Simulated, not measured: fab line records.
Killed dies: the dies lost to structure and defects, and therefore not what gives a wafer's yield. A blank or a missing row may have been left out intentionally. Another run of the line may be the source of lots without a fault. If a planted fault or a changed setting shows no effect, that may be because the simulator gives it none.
Struck lot and sound lot, side by side + flow sky130 + 16 out of 708 route steps
Sound: these wafers, L725.2, L725.5, L725.6. Wafers struck: L742.3, L742.5, L742.6. The cause comes at the end.
Order at every step that has rows: each side's tool, ch and its chambers, its first start. Under that, the readings that differ: sound wafers + struck wafers + difference of the means + sigmas: that difference in standard deviations of wafers without a fault.
alike: words and numbers the same on both sides, and readings whose means are apart by under 2 such deviations; not compared: readings that were withheld, readings missing a value for some wafer, numbers with overlapping values and no deviation given by the record, and bounds like >300 which may hide the same value.
Wherever a step has rows on one side only, a row that says differs or no value, or a row with sigmas, the two part there. When numbers do not overlap yet have no deviation, they are printed without sigmas and do not part them. Lack of a reading on every wafer of one side parts them only where that side has two or more wafers.

SKY_LDD_HVP_STRIP_09: strips in O2/N2.
  sound on plasma asher-04 ch 0,1, day 22 09:35; struck on plasma asher-01 ch 0,1, day 28 03:46
  alike: drypump motor current A, o2 flow sccm, oes product au, strip time to endpoint s
  not compared: rf hours counter h
SKY_LDD_HVP_TW_MEAS_10:
  sound on film metro-04 at day 22 09:41; struck on film metro-03 at day 28 03:51
  alike: LDD_HVP_TW
then, 7 steps without rows for these wafers: SKY_LDD_LDN_DEHYDRATE_00 (time 60 s); SKY_LDD_LDN_HMDS_01 (prime time 60 s); SKY_LDD_LDN_COAT_02 (resist thk 1140 nm); SKY_LDD_LDN_SOFTBAKE_03 (time 60 s); SKY_LDD_LDN_EXPOSE_04 (exposes mask LDNTM, target cd 700 nm); SKY_LDD_LDN_PEB_05; SKY_LDD_LDN_DEVELOP_06 (develop time 60 s).
SKY_LDD_LDN_OVL_MEAS_07:
  sound on overlay-02 at day 23 15:41; struck on overlay-01 at day 29 07:29
  alike: LDD_LDN_OVL
then, 2 steps without rows for these wafers: SKY_LDD_LDN_IMPLANT_08; SKY_LDD_LDN_IMPLANT_09.
SKY_LDD_LDN_IMPLANT_10:
  struck on implanter-04, day 29 07:52; sound on implanter-04 ch 0, day 23 16:02
  no value came back on the struck wafers for beam energy keV, beam on s (s); on the sound wafers beam energy keV reads 14.994 14.998 15.001
then, 1 step without rows for these wafers: SKY_LDD_LDN_IMPLANT_11.
SKY_LDD_LDN_STRIP_12: strips in O2/N2.
  sound on plasma asher-02 ch 0,1, day 23 16:19; struck on plasma asher-03 ch 0,1, day 29 08:13
| reading                      | sound             | struck            | difference | sigmas |
|------------------------------|-------------------|-------------------|------------|--------|
| strip time to endpoint s (s) | 14.21 14.22 14.21 | 14.09 14.10 14.14 | -0.10      | -3     |
  alike: drypump motor current A, o2 flow sccm, oes product au
  not compared: rf hours counter h
SKY_LDD_LDN_TW_MEAS_13:
  sound on film metro-03 at day 23 16:25; struck on film metro-04 at day 29 08:32
| reading    | sound          | struck         | difference | sigmas |
|------------|----------------|----------------|------------|--------|
| LDD_LDN_TW | 1459 1450 1446 | 1341 1339 1337 | -113       | -9     |
  not compared: hold

WHERE THEY PART
First at SKY_LDD_LDN_IMPLANT_10; last, within this record, at SKY_LDD_LDN_TW_MEAS_13.

WHY: what had been put in by the simulator
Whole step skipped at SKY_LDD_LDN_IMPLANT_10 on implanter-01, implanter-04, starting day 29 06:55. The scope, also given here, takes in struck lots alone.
